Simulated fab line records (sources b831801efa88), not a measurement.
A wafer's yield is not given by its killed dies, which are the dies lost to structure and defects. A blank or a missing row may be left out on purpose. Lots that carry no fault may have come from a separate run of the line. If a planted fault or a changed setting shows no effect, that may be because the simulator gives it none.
A single fault, viewed from 2 desks / flow sky130 / only its own numbers are on each desk; what lay behind them is given at the end

## DESK OF THE TOOL OWNER: litho_track-01
The tool's own readings at SKY_PWDE_DEVELOP_06 (develop time 60 s): means of the sampled wafers that have a number, for each lot that ran on this tool. The brackets show how far a lot's mean lies from the usual mean; more than 4 standard deviations puts the lot out of limits, marked OUT.
Columns: A = chill_plate_temp_C at SKY_PWDE_DEVELOP_06, usual 23.01 C
lot=L322; first seen here=day 3 19:00; A=22.94
lot=L327; first seen here=day 5 00:00; A=23.10
lot=L331; first seen here=day 5 20:00; A=23.05
lot=L340; first seen here=day 8 02:00; A=23.08
lot=L341; first seen here=day 8 04:00; A=22.96
This desk's verdict: no lot among the 5 shows anything out of limits.

## FROM THE METROLOGY DESK
What the gauges read for every lot (on any tool): the sampled wafers with a number, averaged. The brackets show how far a lot's mean lies from the usual mean; more than 4 standard deviations puts the lot out of limits, marked OUT.
Columns: A = PWDE_OVL at SKY_PWDE_OVL_MEAS_07, usual 2.2 nm; B = PWDE_TW at SKY_PWDE_TW_MEAS_10, usual 373.4; C = NWELL_00_OVL at SKY_NWELL_OVL_MEAS_10, usual 0.5 nm
lot=L322; first seen here=day 3 19:28; A=1.8; B=375.2; C=0.8
lot=L323; first seen here=day 4 02:15; A=2.2; B=369.0; C=0.6
lot=L324; first seen here=day 4 07:14; A=3.2; B=367.5; C=3.0
lot=L325; first seen here=day 4 13:17; A=1.8; B=375.0; C=0.5
lot=L326; first seen here=day 4 20:08; A=1.2; B=375.1; C=-0.4
lot=L327; first seen here=day 5 00:37; A=2.5; B=376.4; C=0.7
lot=L328; first seen here=day 5 05:35; A=2.6; B=375.9; C=0.9
lot=L329; first seen here=day 5 12:41; A=1.2; B=376.0; C=1.2
lot=L330; first seen here=day 5 18:05; A=3.0; B=373.8; C=2.8
lot=L331; first seen here=day 5 21:04; A=3.2; B=374.5; C=0.0
lot=L332; first seen here=day 6 04:23; A=4.8; B=370.3; C=-0.2
lot=L340; first seen here=day 8 02:34; A=1.5; B=258.1 (-40) OUT; C=0.8
lot=L341; first seen here=day 8 04:49; A=0.5; B=202.8 (-59) OUT; C=1.4
lot=L344; first seen here=day 8 21:57; A=0.4; B=375.1; C=0.4
This desk finds L340, L341 out of limits, with the earliest case on L340 at day 8 02:51 (PWDE_TW at SKY_PWDE_TW_MEAS_10). L322, L323, L324, L325, L326, L327, L328, L329, L330, L331, L332, L344: within limits.

## PUT TOGETHER
Metrology desk: alarm possible at day 8 02:51 on L340, L341.
Nothing out of limits was seen by the tool owner's desk.
Tool owner's desk: L340, L341 on record, inside its limits.
All the named lots went through SKY_PWDE_DEVELOP_06 on litho_track-01.

## WHAT HAD BEEN PUT IN BY THE SIMULATOR
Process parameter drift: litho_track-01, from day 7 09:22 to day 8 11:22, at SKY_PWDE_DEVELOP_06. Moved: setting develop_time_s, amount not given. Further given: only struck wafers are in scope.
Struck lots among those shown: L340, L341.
Per desk, hours elapsed from the start of the fault to the first reading out of limits: for the metrology desk, 17.
